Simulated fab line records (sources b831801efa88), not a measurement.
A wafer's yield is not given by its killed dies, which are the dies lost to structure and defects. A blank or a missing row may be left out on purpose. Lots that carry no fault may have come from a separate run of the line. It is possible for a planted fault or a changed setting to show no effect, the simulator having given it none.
fab line records | flow gf180mcu
[record] lots = 11 | wafers = 33 | last-day = 34
route steps=602 shown POLY_GATE@167 HV_LDD@223 CONTACT@311 V1@353
lots that met no fault: from a run of the same line without faults
start-h: hours from the record's opening day to when the first of the lot's shown wafers began | wait-h: hours since the lot's step before | " repeats the value in the row above | L1.1+2: a single row standing in for several wafers | - no value, or no start was given | * or withheld: withheld | < > ~ a bound
route shown NAME@n: NAME is a module with steps in the file, n the number in the route of the first one | usual: mean/standard deviation of fault-free wafers | same: alike in all rows | chamber/n: place in a boat | sites: each site's reading | _std_site: how widely they spread, as a standard deviation | _edge_site: outer sites' mean less inner sites' | radius-mm: how far each site lies from the wafer's centre | mask NAME#n: copy n | behind: tool/chamber where the wafer was last shaped | hold: why the lot was held/for how many hours/how that ended | device: the transistor (n, p or np) that didn't switch | end of line: the tests these same wafers got at the end of their route | a step with no rows: only its recipe | killed: count of dies lost to structure and defects at first sort (not the wafer's yield) | map: dies across one wafer; x = killed, . = not, _ = none there
set.NAME: the setting as run; set.NAME@STEP: as run at that earlier step | model.NAME: the simulator's own value behind a step, which no gauge read
steps of the route over a sample of lots; a table a step, a row a wafer
services: the hour from which a tool's chamber was out of use, counted from the record's first day as start-h (under 0 if before that day), plus the number of hours and why
[[steps]]
[step GF_POLY_GATE_CD_MEAS_10]
[recipe] target-cd-nm = 280
[usual] cd-nm = 280.0/1.3
lot.wafer | tool      | chamber | start-h | wait-h | cd-nm
L327.2    | cd-sem-01 | -       | 193.94  | 0.1    | 280.4
L327.3    | "         | -       | "       | "      | 279.3
L327.5    | "         | -       | "       | "      | 279.9
L329.1    | cd-sem-01 | -       | 210.99  | 0.1    | 279.9
L329.3    | "         | -       | "       | "      | 280.1
L329.4    | "         | -       | "       | "      | 280.5
L332.2    | cd-sem-02 | -       | 228.64  | 0.1    | 278.6
L332.3    | "         | -       | "       | "      | 279.4
L332.5    | "         | -       | "       | "      | 280.7
L335.1    | cd-sem-02 | -       | 246.49  | 0.1    | 279.6
L335.4    | "         | -       | "       | "      | 279.7
L335.5    | "         | -       | "       | "      | 280.1
L336.3    | cd-sem-01 | -       | 257.51  | 0.1    | 277.6
L336.4    | "         | -       | "       | "      | 278.8
L336.5    | "         | -       | "       | "      | 280.2
L343.2    | cd-sem-02 | -       | 323.19  | 0.1    | 278.2
L343.5    | "         | -       | "       | "      | 278.6
L343.6    | "         | -       | "       | "      | 278.6
L344.1    | cd-sem-01 | -       | 338.07  | 0.1    | 277.7
L344.2    | "         | -       | "       | "      | 278.4
L344.3    | "         | -       | "       | "      | 278.6
L345.2    | cd-sem-02 | -       | 339.86  | 0.1    | 280.9
L345.3    | "         | -       | "       | "      | 280.4
L345.6    | "         | -       | "       | "      | 280.6
L347.2    | cd-sem-02 | -       | 361.99  | 0.1    | 282.2
L347.3    | "         | -       | "       | "      | 280.8
L347.4    | "         | -       | "       | "      | 279.8
L350.1    | cd-sem-01 | -       | 371.72  | 0.1    | 281.8
L350.4    | "         | -       | "       | "      | 282.0
L350.6    | "         | -       | "       | "      | 279.8
L348.2    | cd-sem-02 | -       | 372.04  | 0.1    | 277.5
L348.3    | "         | -       | "       | "      | 280.2
L348.5    | "         | -       | "       | "      | 278.9
[step GF_HV_LDD_OVL_MEAS_47]
[usual] HV_LDD_03_OVL = 0.2/1.2
lot.wafer | tool       | chamber | start-h | wait-h | HV_LDD_03_OVL[nm]
L327.2    | overlay-01 | -       | 270.31  | 0.1    | 0.0
L327.3    | "          | -       | "       | "      | 0.8
L327.5    | "          | -       | "       | "      | 0.0
L329.1    | overlay-02 | -       | 287.90  | 0.1    | 0.2
L329.3    | "          | -       | "       | "      | 2.3
L329.4    | "          | -       | "       | "      | 0.0
L332.2    | overlay-02 | -       | 307.56  | 0.1    | -0.7
L332.3    | "          | -       | "       | "      | -0.5
L332.5    | "          | -       | "       | "      | 1.8
L335.1    | overlay-01 | -       | 327.55  | 0.1    | -0.5
L335.4    | "          | -       | "       | "      | 2.4
L335.5    | "          | -       | "       | "      | 1.4
L336.3    | overlay-02 | -       | 339.02  | 0.1    | 0.5
L336.4    | "          | -       | "       | "      | 1.5
L336.5    | "          | -       | "       | "      | 1.0
L343.2    | overlay-02 | -       | 414.34  | 0.1    | 1.8
L343.5    | "          | -       | "       | "      | 0.0
L343.6    | "          | -       | "       | "      | 1.2
L344.1    | overlay-02 | -       | 434.54  | 0.1    | 1.0
L344.2    | "          | -       | "       | "      | -0.5
L344.3    | "          | -       | "       | "      | 1.2
L345.2    | overlay-01 | -       | 434.55  | 0.1    | -1.9
L345.3    | "          | -       | "       | "      | -0.9
L345.6    | "          | -       | "       | "      | -1.4
L347.2    | overlay-01 | -       | 458.72  | 0.1    | -1.4
L347.3    | "          | -       | "       | "      | 1.4
L347.4    | "          | -       | "       | "      | 0.3
L350.1    | overlay-01 | -       | 469.30  | 0.1    | 1.5
L350.4    | "          | -       | "       | "      | 0.0
L350.6    | "          | -       | "       | "      | -0.3
L348.2    | overlay-02 | -       | 469.60  | 0.1    | -0.6
L348.3    | "          | -       | "       | "      | -0.8
L348.5    | "          | -       | "       | "      | -1.6
[step GF_CONTACT_CVD_24]
[recipe] material = W | target-thk-nm = 300 | time-s = 90.339 | temp-c = 400 | pressure-torr = 40
[usual] heater-power-w = 908/75
lot.wafer | tool     | chamber | start-h | wait-h | heater-power-w
L327.2    | cvd-w-01 | 0       | 359.31  | 0.0    | 948
L327.3    | "        | 0       | "       | "      | 948
L327.5    | "        | 0       | "       | "      | 954
L329.1    | cvd-w-02 | 1       | 377.40  | 0.0    | 938
L329.3    | "        | 1       | "       | "      | 927
L329.4    | "        | 0       | "       | "      | 1108
L332.2    | cvd-w-01 | 0       | 399.65  | 0.0    | 953
L332.3    | "        | 0       | "       | "      | 934
L332.5    | "        | 1       | "       | "      | 841
L335.1    | cvd-w-02 | 0       | 422.81  | 0.0    | 980
L335.4    | "        | 1       | "       | "      | 815
L335.5    | "        | 1       | "       | "      | 840
L336.3    | cvd-w-02 | 1       | 434.95  | 0.1    | 835
L336.4    | "        | 0       | "       | "      | 1006
L336.5    | "        | 1       | "       | "      | 831
L343.2    | cvd-w-01 | 1       | 515.65  | 0.0    | 806
L343.5    | "        | 1       | "       | "      | 839
L343.6    | "        | 0       | "       | "      | 961
L344.1    | cvd-w-02 | 1       | 533.19  | 0.0    | 845
L344.2    | "        | 0       | "       | "      | 975
L344.3    | "        | 1       | "       | "      | 851
L345.2    | cvd-w-02 | 1       | 535.26  | 0.0    | 852
L345.3    | "        | 0       | "       | "      | 991
L345.6    | "        | 0       | "       | "      | 997
L347.2    | cvd-w-02 | 1       | 556.97  | 0.0    | 807
L347.3    | "        | 1       | "       | "      | 843
L347.4    | "        | 0       | "       | "      | 973
L350.1    | cvd-w-01 | 1       | 567.08  | 0.0    | 827
L350.4    | "        | 0       | "       | "      | 1001
L350.6    | "        | 0       | "       | "      | 942
L348.2    | cvd-w-02 | 0       | 568.34  | 0.0    | 991
L348.3    | "        | 0       | "       | "      | 1005
L348.5    | "        | 1       | "       | "      | 831
[step GF_CONTACT_RS_MEAS_25]
[recipe] thk-meas-gauge = four-point-probe | reads = W_of_CONTACT_CVD_24+TiN_of_CONTACT_SPUTTER_23+Ti_of_CONTACT_SPUTTER_22
[usual] CONTACT_W_RS = 0.382/0.0046
lot.wafer | tool          | chamber | start-h | wait-h | hold                     | CONTACT_W_RS[ohm/sq]
L327.2    | film-metro-02 | -       | 359.43  | 0.1    | -                        | 0.378
L327.3    | "             | -       | "       | "      | -                        | 0.380
L327.5    | "             | -       | "       | "      | -                        | 0.381
L329.1    | film-metro-03 | -       | 377.50  | 0.1    | -                        | 0.382
L329.3    | "             | -       | "       | "      | -                        | 0.383
L329.4    | "             | -       | "       | "      | -                        | 0.382
L332.2    | film-metro-02 | -       | 399.77  | 0.1    | -                        | 0.389
L332.3    | "             | -       | "       | "      | -                        | 0.383
L332.5    | "             | -       | "       | "      | -                        | 0.374
L335.1    | film-metro-04 | -       | 422.91  | 0.1    | await-dispo/0.2h/release | 0.380
L335.4    | "             | -       | "       | "      | await-dispo/0.2h/release | 0.213
L335.5    | "             | -       | "       | "      | await-dispo/0.2h/release | 0.211
L335.1    | film-metro-04 | -       | 423.20  | 0.3    | -                        | 0.378
L335.4    | "             | -       | "       | "      | -                        | 0.212
L335.5    | "             | -       | "       | "      | -                        | 0.211
L336.3    | film-metro-04 | -       | 435.11  | 0.1    | await-dispo/0.2h/release | 0.210
L336.4    | "             | -       | "       | "      | await-dispo/0.2h/release | 0.382
L336.5    | "             | -       | "       | "      | await-dispo/0.2h/release | 0.209
L336.3    | film-metro-04 | -       | 435.40  | 0.3    | -                        | 0.209
L336.4    | "             | -       | "       | "      | -                        | 0.383
L336.5    | "             | -       | "       | "      | -                        | 0.209
L343.2    | film-metro-02 | -       | 515.77  | 0.1    | -                        | 0.376
L343.5    | "             | -       | "       | "      | -                        | 0.379
L343.6    | "             | -       | "       | "      | -                        | 0.382
L344.1    | film-metro-04 | -       | 533.29  | 0.1    | -                        | 0.381
L344.2    | "             | -       | "       | "      | -                        | 0.377
L344.3    | "             | -       | "       | "      | -                        | 0.385
L345.2    | film-metro-02 | -       | 535.38  | 0.1    | -                        | 0.390
L345.3    | "             | -       | "       | "      | -                        | 0.384
L345.6    | "             | -       | "       | "      | -                        | 0.381
L347.2    | film-metro-03 | -       | 557.09  | 0.1    | -                        | 0.384
L347.3    | "             | -       | "       | "      | -                        | 0.390
L347.4    | "             | -       | "       | "      | -                        | 0.378
L350.1    | film-metro-02 | -       | 567.18  | 0.1    | -                        | 0.380
L350.4    | "             | -       | "       | "      | -                        | 0.380
L350.6    | "             | -       | "       | "      | -                        | 0.380
L348.2    | film-metro-04 | -       | 568.46  | 0.1    | -                        | 0.377
L348.3    | "             | -       | "       | "      | -                        | 0.382
L348.5    | "             | -       | "       | "      | -                        | 0.384
[step GF_CONTACT_THK_MEAS_26]
[recipe] thk-meas-gauge = xrf | reads = W_of_CONTACT_CVD_24
[usual] CONTACT_W_THK = 306/4.4
lot.wafer | tool          | chamber | start-h | wait-h | hold                     | CONTACT_W_THK[nm]
L327.2    | film-metro-02 | -       | 359.54  | 0.1    | -                        | 309
L327.3    | "             | -       | "       | "      | -                        | 308
L327.5    | "             | -       | "       | "      | -                        | 309
L329.1    | film-metro-03 | -       | 377.62  | 0.1    | -                        | 305
L329.3    | "             | -       | "       | "      | -                        | 303
L329.4    | "             | -       | "       | "      | -                        | 304
L332.2    | film-metro-02 | -       | 399.88  | 0.1    | -                        | 301
L332.3    | "             | -       | "       | "      | -                        | 303
L332.5    | "             | -       | "       | "      | -                        | 311
L335.1    | film-metro-04 | -       | 429.12  | 5.9    | await-dispo/0.2h/release | 309
L335.4    | "             | -       | "       | "      | await-dispo/0.2h/release | 563
L335.5    | "             | -       | "       | "      | await-dispo/0.2h/release | 565
L335.1    | film-metro-04 | -       | 429.34  | 0.2    | -                        | 311
L335.4    | "             | -       | "       | "      | -                        | 565
L335.5    | "             | -       | "       | "      | -                        | -
L336.3    | film-metro-04 | -       | 440.10  | 4.7    | await-dispo/0.2h/release | 567
L336.4    | "             | -       | "       | "      | await-dispo/0.2h/release | 307
L336.5    | "             | -       | "       | "      | await-dispo/0.2h/release | -
L336.3    | film-metro-04 | -       | 440.33  | 0.2    | -                        | -
L336.4    | "             | -       | "       | "      | -                        | 307
L336.5    | "             | -       | "       | "      | -                        | 566
L343.2    | film-metro-02 | -       | 515.88  | 0.1    | -                        | 313
L343.5    | "             | -       | "       | "      | -                        | 308
L343.6    | "             | -       | "       | "      | -                        | 308
L344.1    | film-metro-04 | -       | 533.41  | 0.1    | -                        | 309
L344.2    | "             | -       | "       | "      | -                        | 312
L344.3    | "             | -       | "       | "      | -                        | 308
L345.2    | film-metro-02 | -       | 535.49  | 0.1    | -                        | 300
L345.3    | "             | -       | "       | "      | -                        | 304
L345.6    | "             | -       | "       | "      | -                        | 308
L347.2    | film-metro-03 | -       | 557.20  | 0.1    | -                        | 300
L347.3    | "             | -       | "       | "      | -                        | 296
L347.4    | "             | -       | "       | "      | -                        | 305
L350.1    | film-metro-02 | -       | 567.30  | 0.1    | -                        | 308
L350.4    | "             | -       | "       | "      | -                        | 307
L350.6    | "             | -       | "       | "      | -                        | 309
L348.2    | film-metro-04 | -       | 568.57  | 0.1    | -                        | 312
L348.3    | "             | -       | "       | "      | -                        | 308
L348.5    | "             | -       | "       | "      | -                        | 305
[step GF_CONTACT_CMP_27]
[recipe] stop-on = SiO2 | down-force-psi = 3.5 | platen-rpm = 60 | t-overpolish-s = 15 | target-thk-nm = 0 | pad-velocity-m-s = 0.94248
[usual] head-pressure-psi = 3.500/0.0083 | motor-current-A = 10.5/1.6 | time-to-endpoint-s = 73/3.2
lot.wafer | tool   | chamber | start-h | wait-h | hold                     | head-pressure-psi | motor-current-A | time-to-endpoint-s
L327.3    | cmp-01 | 0       | 359.59  | 0.0    | -                        | 3.497             | 8.5             | 75
L327.2    | "      | 3       | "       | "      | -                        | 3.501             | 8.5             | 78
L327.5    | "      | 1       | "       | "      | -                        | 3.498             | 10.0            | 79
L329.3    | cmp-01 | 1       | 377.73  | 0.1    | -                        | 3.493             | 10.3            | 75
L329.4    | "      | 2       | "       | "      | -                        | 3.490             | 12.2            | 74
L329.1    | "      | 3       | "       | "      | -                        | 3.501             | 8.8             | 79
L332.3    | cmp-01 | 0       | 399.98  | 0.1    | -                        | 3.505             | 8.4             | 71
L332.2    | "      | 1       | "       | "      | -                        | 3.498             | 10.1            | 70
L332.5    | "      | 0       | "       | "      | -                        | 3.501             | 8.5             | 70
L335.4    | cmp-01 | 2       | 432.29  | 2.9    | await-dispo/2.6h/release | 3.498             | 12.3            | 131
L335.1    | "      | 1       | "       | "      | await-dispo/2.6h/release | 3.487             | 10.2            | 73
L335.5    | "      | 2       | "       | "      | await-dispo/2.6h/release | 3.497             | 12.2            | 128
L336.4    | cmp-02 | 0       | 442.36  | 2.0    | await-dispo/1.7h/release | 3.506             | 11.5            | 67
L336.3    | "      | 3       | "       | "      | await-dispo/1.7h/release | 3.500             | 9.8             | 126
L336.5    | "      | 0       | "       | "      | await-dispo/1.7h/release | 3.499             | 11.7            | 127
L343.2    | cmp-01 | 1       | 516.19  | 0.3    | -                        | 3.507             | 11.0            | 80
L343.6    | "      | 3       | "       | "      | -                        | 3.512             | 8.6             | 82
L343.5    | "      | 0       | "       | "      | -                        | 3.498             | 8.4             | 81
L344.2    | cmp-01 | 3       | 533.88  | 0.5    | -                        | 3.505             | 8.8             | 76
L344.3    | "      | 0       | "       | "      | -                        | 3.497             | 8.6             | 72
L344.1    | "      | 1       | "       | "      | -                        | 3.488             | 11.0            | 74
L345.2    | cmp-01 | 2       | 535.54  | 0.0    | -                        | 3.495             | 12.3            | 74
L345.3    | "      | 3       | "       | "      | -                        | 3.501             | 8.6             | 79
L345.6    | "      | 3       | "       | "      | -                        | 3.511             | 8.8             | 82
L347.2    | cmp-01 | 2       | 557.40  | 0.2    | -                        | 3.499             | 12.0            | 71
L347.4    | "      | 3       | "       | "      | -                        | 3.502             | 8.6             | 73
L347.3    | "      | 0       | "       | "      | -                        | 3.503             | 8.9             | 71
L350.1    | cmp-01 | 1       | 567.36  | 0.1    | -                        | 3.487             | 10.1            | 73
L350.4    | "      | 2       | "       | "      | -                        | 3.503             | 12.4            | 74
L350.6    | "      | 1       | "       | "      | -                        | 3.493             | 10.1            | 72
L348.3    | cmp-01 | 3       | 568.62  | 0.0    | -                        | 3.517             | 9.0             | 73
L348.2    | "      | 0       | "       | "      | -                        | 3.488             | 9.0             | 75
L348.5    | "      | 0       | "       | "      | -                        | 3.505             | 9.1             | 73
[step GF_V1_STRIP_18]
[recipe] chemistry = O2/N2 | power-w = 1400 | pressure-mtorr = 1500 | platen-temp-c = 250 | o2-flow-sccm = 3000 | n2-flow-sccm = 300 | overash-fraction = 0.5
[usual] drypump-motor-current-A = 5.9/0.59 | heater-power-w = 342/24 | oes-product-au = 0.593/0.0052
lot.wafer | tool            | chamber | start-h | wait-h | drypump-motor-current-A | heater-power-w | oes-product-au | rf-hours-counter-h
L327.2    | plasma-asher-04 | 0       | 407.10  | -      | 6.3                     | 337            | 0.592          | 73
L327.3    | "               | 1       | "       | "      | 4.8                     | 388            | 0.593          | -
L327.5    | "               | 0       | "       | "      | 6.3                     | 340            | 0.585          | -
L329.1    | plasma-asher-02 | 1       | 425.36  | -      | 5.9                     | 323            | 0.594          | 32
L329.3    | "               | 0       | "       | "      | 5.2                     | 329            | 0.598          | -
L329.4    | "               | 1       | "       | "      | 5.9                     | 321            | 0.592          | -
L332.2    | plasma-asher-02 | 1       | 448.05  | -      | 5.9                     | 311            | 0.596          | 35
L332.3    | "               | 0       | "       | "      | 5.2                     | 337            | 0.599          | -
L332.5    | "               | 1       | "       | "      | 5.9                     | 309            | 0.593          | -
L335.1    | plasma-asher-04 | 0       | 471.10  | -      | 6.3                     | 333            | 0.592          | 4
L335.4    | "               | 0       | "       | "      | 6.3                     | 331            | 0.598          | -
L335.5    | "               | 0       | "       | "      | 6.3                     | 335            | 0.586          | -
L336.3    | plasma-asher-01 | 1       | 484.83  | -      | 6.3                     | 358            | 0.596          | -
L336.4    | "               | 0       | "       | "      | 6.5                     | 342            | 0.588          | -
L336.5    | "               | 0       | "       | "      | 6.5                     | 334            | 0.587          | -
L343.2    | plasma-asher-01 | 1       | 563.75  | -      | 6.3                     | 363            | 0.602          | 91
L343.5    | "               | 1       | "       | "      | 6.3                     | 361            | 0.596          | -
L343.6    | "               | 0       | "       | "      | 6.5                     | 335            | 0.590          | -
L344.1    | plasma-asher-02 | 0       | 580.50  | -      | 5.2                     | 338            | 0.595          | 49
L344.2    | "               | 1       | "       | "      | 5.9                     | 322            | 0.591          | 49
L344.3    | "               | 1       | "       | "      | 5.9                     | 320            | 0.593          | -
L345.2    | plasma-asher-02 | 1       | 581.50  | -      | 5.9                     | 320            | 0.582          | 50
L345.3    | "               | 1       | "       | "      | 5.9                     | 322            | 0.595          | -
L345.6    | "               | 1       | "       | "      | 5.9                     | 315            | 0.595          | -
L347.2    | plasma-asher-01 | 1       | 602.21  | -      | 6.3                     | 367            | 0.581          | 96
L347.3    | "               | 0       | "       | "      | 6.5                     | 339            | 0.599          | -
L347.4    | "               | 1       | "       | "      | 6.3                     | 365            | 0.599          | -
L350.1    | plasma-asher-02 | 1       | 612.65  | -      | 5.9                     | 318            | 0.596          | 53
L350.4    | "               | 0       | "       | "      | 5.1                     | 330            | 0.598          | -
L350.6    | "               | 0       | "       | "      | 5.2                     | 343            | 0.595          | -
L348.2    | plasma-asher-01 | 0       | 613.13  | -      | 6.5                     | 338            | 0.598          | 97
L348.3    | "               | 0       | "       | "      | 6.5                     | 339            | 0.595          | -
L348.5    | "               | 0       | "       | "      | 6.5                     | 329            | 0.586          | -
[[services]]
tool            | chamber | start-h | hours | kind
cvd-w-01        | -       | 336.59  | 6.9   | pm
cvd-w-02        | 0       | 361.76  | 15.2  | repair
cvd-w-01        | -       | 363.68  | 1.3   | repair
plasma-asher-01 | -       | 365.15  | 2.8   | pm
cvd-w-02        | -       | 372.33  | 1.0   | repair
cmp-01          | -       | 377.08  | 0.4   | repair
cvd-w-02        | -       | 390.00  | 14.0  | pm
cmp-01          | -       | 404.23  | 4.0   | pm
plasma-asher-04 | -       | 421.34  | 9.0   | pm
cmp-01          | -       | 429.59  | 0.6   | repair
cmp-01          | -       | 433.08  | 6.9   | pm
cmp-01          | -       | 439.94  | 12.1  | pm
cvd-w-02        | 1       | 441.48  | 8.4   | repair
cvd-w-02        | -       | 464.90  | 0.3   | repair
cmp-01          | -       | 495.25  | 1.0   | repair
cmp-01          | -       | 495.82  | 0.3   | repair
plasma-asher-02 | -       | 535.89  | 0.6   | repair
cvd-w-02        | 0       | 554.31  | 1.5   | repair
plasma-asher-01 | -       | 557.42  | 4.3   | pm
cvd-w-02        | -       | 559.61  | 0.3   | repair
plasma-asher-04 | -       | 564.26  | 28.1  | pm
cvd-w-02        | 1       | 574.76  | 2.7   | repair
cvd-w-01        | -       | 578.37  | 1.9   | repair
plasma-asher-04 | -       | 593.89  | 2.2   | repair
[[key]]
[first-sign] step = GF_CONTACT_RS_MEAS_25 | reading = visit | direction = added
[effect] step = GF_CONTACT_RS_MEAS_25 | reading = CONTACT_W_RS | direction = down | sigmas = 37 | usual = 0.382 | struck = 0.211
[effect] step = GF_CONTACT_THK_MEAS_26 | reading = visit | direction = added
[effect] step = GF_CONTACT_THK_MEAS_26 | reading = CONTACT_W_THK | direction = up | sigmas = 58 | usual = 306 | struck = 565
[effect] step = GF_CONTACT_CMP_27 | reading = time-to-endpoint-s | direction = up | sigmas = 17 | usual = * | struck = *
met-at GF_CONTACT_CVD_24
struck-lots L335,L336
struck-wafers L335.4,L335.5,L336.3,L336.5
tester-left-out L335,L336
not-acting-at GF_POLY_GATE_CD_MEAS_10,GF_HV_LDD_OVL_MEAS_47,GF_V1_STRIP_18
onset-between 377.40 422.81
[fault] kind = process-parameter-drift | tool = cvd-w-02 | chamber = 1 | onset-h = 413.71 | steps = GF_CONTACT_CVD_24 | channel = target-thk-nm | offset = 249.88 | shape = step | end-h = 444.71 | acts-in = these-recipes-only | stated = 300
// tester-left-out: of these lots the tester's yield and bins aren't shown, on N5 and GAA mostly nor the transistor test; their killed dies are dies lost to structure and defects alone, not to doping, threshold or leakage, so they don't give the yield
